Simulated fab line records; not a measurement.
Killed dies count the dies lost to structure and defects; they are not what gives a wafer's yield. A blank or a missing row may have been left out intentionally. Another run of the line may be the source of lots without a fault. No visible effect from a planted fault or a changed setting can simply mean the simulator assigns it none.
Chamber matching / flow gf180mcu / GF_HV_LDD_ETCHBACK_58 on rie_diel-01: 4 sister chambers
The step etches Si3N4 in CH3F/O2, stops on SiO2, time 100 s, target depth 90 nm. 14 wafers are shown with their chamber, then 7 later ones without.

== WAFERS, EACH WITH ITS CHAMBER ==
wafer=L231.2; chamber=0; chamber_pressure_mTorr (mTorr)=24.972; oes_product_au (a.u.)=0.852; throttle_valve_pct (%)=10.560
wafer=L231.5; chamber=2; chamber_pressure_mTorr (mTorr)=24.986; oes_product_au (a.u.)=0.842; throttle_valve_pct (%)=10.586
wafer=L231.6; chamber=3; chamber_pressure_mTorr (mTorr)=25.046; oes_product_au (a.u.)=0.834; throttle_valve_pct (%)=10.565
wafer=L244.1; chamber=2; chamber_pressure_mTorr (mTorr)=24.978; oes_product_au (a.u.)=0.846; throttle_valve_pct (%)=10.563
wafer=L244.3; chamber=3; chamber_pressure_mTorr (mTorr)=25.017; oes_product_au (a.u.)=0.840; throttle_valve_pct (%)=10.559
wafer=L244.6; chamber=3; chamber_pressure_mTorr (mTorr)=24.995; oes_product_au (a.u.)=0.837; throttle_valve_pct (%)=10.551
wafer=L247.2; chamber=0; chamber_pressure_mTorr (mTorr)=25.019; oes_product_au (a.u.)=0.842; throttle_valve_pct (%)=10.563
wafer=L247.5; chamber=2; chamber_pressure_mTorr (mTorr)=24.993; oes_product_au (a.u.)=0.835; throttle_valve_pct (%)=10.561
wafer=L247.6; chamber=1; chamber_pressure_mTorr (mTorr)=25.030; oes_product_au (a.u.)=0.842; throttle_valve_pct (%)=10.566
wafer=L250.3; chamber=3; chamber_pressure_mTorr (mTorr)=25.010; oes_product_au (a.u.)=0.841; throttle_valve_pct (%)=10.567
wafer=L250.4; chamber=1; chamber_pressure_mTorr (mTorr)=24.989; oes_product_au (a.u.)=0.842; throttle_valve_pct (%)=10.557
wafer=L250.5; chamber=2; chamber_pressure_mTorr (mTorr)=25.009; oes_product_au (a.u.)=0.844; throttle_valve_pct (%)=10.559
wafer=L252.3; chamber=3; chamber_pressure_mTorr (mTorr)=25.018; oes_product_au (a.u.)=0.853; throttle_valve_pct (%)=10.569
wafer=L252.5; chamber=1; chamber_pressure_mTorr (mTorr)=25.022; oes_product_au (a.u.)=0.853; throttle_valve_pct (%)=10.558

SIGNATURES (means of the wafers above)
reading=chamber_pressure_mTorr; chamber 0=24.99550; chamber 1=25.01367; chamber 2=24.99150; chamber 3=25.01720; scatter within a chamber=0.0199
reading=oes_product_au; chamber 0=0.84700; chamber 1=0.84567; chamber 2=0.84175; chamber 3=0.84100; scatter within a chamber=0.0064
reading=throttle_valve_pct; chamber 0=10.56150; chamber 1=10.56033; chamber 2=10.56725; chamber 3=10.56220; scatter within a chamber=0.00862
Rule: a wafer's distance from a chamber is the root of the sum, over the readings, of the square of ((its reading less the chamber's mean) divided by the reading's scatter). If the next closest chamber is less than 2 further off than the closest, the wafer can't be placed; otherwise it belongs to the closest. The scatter: the root of (the sum of the squares of (reading less its chamber's mean) over the shown wafers, divided by (wafers less chambers)).

== WAFERS WITH NO CHAMBER GIVEN ==
wafer=L252.6; chamber_pressure_mTorr (mTorr)=24.991; oes_product_au (a.u.)=0.852; throttle_valve_pct (%)=10.569
wafer=L253.1; chamber_pressure_mTorr (mTorr)=25.023; oes_product_au (a.u.)=0.840; throttle_valve_pct (%)=10.555
wafer=L253.3; chamber_pressure_mTorr (mTorr)=24.973; oes_product_au (a.u.)=0.823; throttle_valve_pct (%)=10.561
wafer=L253.5; chamber_pressure_mTorr (mTorr)=24.965; oes_product_au (a.u.)=0.832; throttle_valve_pct (%)=10.569
wafer=L254.1; chamber_pressure_mTorr (mTorr)=24.967; oes_product_au (a.u.)=0.845; throttle_valve_pct (%)=10.565
wafer=L254.2; chamber_pressure_mTorr (mTorr)=24.989; oes_product_au (a.u.)=0.846; throttle_valve_pct (%)=10.567
wafer=L254.6; chamber_pressure_mTorr (mTorr)=24.960; oes_product_au (a.u.)=0.839; throttle_valve_pct (%)=10.542

== CHAMBER TAKEN BY EACH ==
wafer=L252.6; from the rows above=can't be placed: 0 or 2 or 1 or 3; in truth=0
wafer=L253.1; from the rows above=can't be placed: 3 or 1 or 0 or 2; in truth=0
wafer=L253.3; from the rows above=can't be placed: 2 or 3 or 0 or 1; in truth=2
wafer=L253.5; from the rows above=can't be placed: 2 or 0 or 3 or 1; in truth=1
wafer=L254.1; from the rows above=can't be placed: 2 or 0 or 1 or 3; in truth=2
wafer=L254.2; from the rows above=can't be placed: 2 or 0 or 1 or 3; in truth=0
wafer=L254.6; from the rows above=can't be placed: 0 or 2 or 1 or 3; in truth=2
0 of 7 placed correctly. These rows do not allow placing 7 (true chamber among the candidates in 7). 0 placed wrongly.
